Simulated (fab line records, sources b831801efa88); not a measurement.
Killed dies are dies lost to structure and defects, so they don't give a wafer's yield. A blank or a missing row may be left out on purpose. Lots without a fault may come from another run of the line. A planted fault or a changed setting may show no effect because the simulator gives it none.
Which tool did it? | flow gf180mcu | 13 lots, 39 wafers sampled, at 4 steps of a route of 602

WHAT THE GAUGES READ, wafer by wafer
GF_V5_BOW_MEAS_05.
lot  | measured     | on            | V5_BOW (um)
L370 | day 26 12:51 | film_metro-02 | 146 136 144
L369 | day 26 15:54 | film_metro-02 | 129 138 139
L371 | day 26 23:19 | film_metro-03 | 148 146 142
L372 | day 27 13:10 | film_metro-03 | 151 140 150
L373 | day 27 18:37 | film_metro-02 | 130 132 124
L374 | day 27 21:34 | film_metro-02 | 161 150 144
L375 | day 28 06:22 | film_metro-03 | 134 147 131
L377 | day 29 01:42 | film_metro-02 | 135 138 136
L378 | day 29 02:41 | film_metro-02 | 129 135 128
L379 | day 29 06:47 | film_metro-02 | 137 142 135
L381 | day 29 18:51 | film_metro-03 | 162 158 167
L382 | day 30 01:11 | film_metro-02 | 141 148 150
L388 | day 32 01:22 | film_metro-01 | 125 131 116

GF_TOP_METAL_OVL_MEAS_15.
lot  | measured     | on         | TOP_METAL_OVL (nm)
L370 | day 28 07:02 | overlay-01 | 0.8 1.3 1.4
L369 | day 28 09:55 | overlay-02 | -0.3 0.8 1.6
L371 | day 28 22:01 | overlay-02 | 0.5 -0.7 -1.6
L372 | day 29 03:10 | overlay-01 | 0.4 -1.1 1.1
L373 | day 29 09:28 | overlay-01 | 0.4 1.6 -0.3
L374 | day 29 16:56 | overlay-02 | -0.8 -1.7 -1.5
L375 | day 29 22:01 | overlay-02 | 0.4 -1.5 -0.5
L377 | day 30 17:14 | overlay-01 | -1.9 -0.4 0.4
L378 | day 30 17:53 | overlay-02 | 0.0 0.8 -0.1
L379 | day 30 21:31 | overlay-02 | -0.1 -1.2 -1.2
L381 | day 31 09:01 | overlay-01 | 1.8 1.2 0.7
L382 | day 31 15:13 | overlay-02 | 0.2 0.0 -0.7
L388 | day 33 10:34 | overlay-01 | 0.1 -0.1 0.3

WHICH TOOL RAN EACH LOT (tool, then ch and the chambers of the sampled wafers, then the start)
lot  | GF_V1_CVD_00                     | GF_TOP_METAL_SPUTTER_03
L370 | hdpcvd-02 ch 0,1,2, day 17 09:41 | pvd_sputter-01, day 27 11:00
L369 | hdpcvd-01 ch 0,1, day 17 11:25   | pvd_sputter-01, day 27 14:10
L371 | hdpcvd-02 ch 0,1,2, day 17 20:21 | pvd_sputter-02, day 27 22:05
L372 | hdpcvd-02 ch 0,2, day 18 12:05   | pvd_sputter-01, day 28 10:17
L373 | hdpcvd-02 ch 1,2, day 18 18:40   | pvd_sputter-02, day 28 15:41
L374 | hdpcvd-01 ch 0,2, day 18 20:34   | pvd_sputter-01, day 28 23:24
L375 | hdpcvd-02 ch 0,2, day 19 07:28   | pvd_sputter-04, day 29 03:11
L377 | hdpcvd-02 ch 0,1, day 20 02:37   | pvd_sputter-04, day 29 22:22
L378 | hdpcvd-02 ch 0,1,2, day 20 11:07 | pvd_sputter-02, day 29 23:12
L379 | hdpcvd-01 ch 0,1, day 20 19:52   | pvd_sputter-01, day 30 03:15
L381 | hdpcvd-01 ch 0,1,2, day 21 09:52 | pvd_sputter-04, day 30 15:44
L382 | hdpcvd-01 ch 0,1,2, day 21 18:05 | pvd_sputter-02, day 30 21:17
L388 | hdpcvd-01 ch 0,1,2, day 24 01:34 | pvd_sputter-02, day 32 19:14
- GF_V1_CVD_00: deposits SiO2, target thk 600 nm, time 100 s.
- GF_TOP_METAL_SPUTTER_03: material Ti, target thk 5 nm, time 3.3 s.

WHAT THE TOOLS THEMSELVES READ (means of the sampled wafers that have a number; where no wafer has one, the mark that the record gives instead)
GF_TOP_METAL_SPUTTER_03.
lot  | tool           | substrate_temp_c (C) | throttle_valve_pct (%)
L370 | pvd_sputter-01 | 299.89               | 29.8
L369 | pvd_sputter-01 | 300.05               | 30.2
L371 | pvd_sputter-02 | 299.89               | 30.0
L372 | pvd_sputter-01 | 300.01               | 30.1
L373 | pvd_sputter-02 | 299.94               | 30.0
L374 | pvd_sputter-01 | 299.82               | 29.6
L375 | pvd_sputter-04 | 299.84               | 29.9
L377 | pvd_sputter-04 | 299.96               | 30.4
L378 | pvd_sputter-02 | 300.07               | 30.0
L379 | pvd_sputter-01 | 299.89               | 29.7
L381 | pvd_sputter-04 | 299.93               | 30.0
L382 | pvd_sputter-02 | 299.93               | 29.7
L388 | pvd_sputter-02 | 299.91               | 30.2

THE ANSWER, worked out from the rows above alone
Rule: what is usual is taken from the lots themselves. Put in order of their means at a reading, lots are off if they are a third of the lots or fewer, leave a main group of 4 or more, and stand apart from it by a gap of 3 or more times the standard deviation of the main group's means; of several such gaps the widest counts. A main group whose means are all the same, to the digits that the tables above print for the reading, isn't used. A lot without any number at a reading at which 4 lots or more have one is off too. The other lots that the step has rows for count as sound. The gauges are gone through in route order, then the tools' own readings, and for those a lot's mean is taken as printed above. The first step at which some lot is off is used, and at that step the reading that is off furthest; a lot without a number counts as furthest.
No lot is off at any reading shown: from this, nothing can be told.

WHAT THE SIMULATOR HAD PUT IN
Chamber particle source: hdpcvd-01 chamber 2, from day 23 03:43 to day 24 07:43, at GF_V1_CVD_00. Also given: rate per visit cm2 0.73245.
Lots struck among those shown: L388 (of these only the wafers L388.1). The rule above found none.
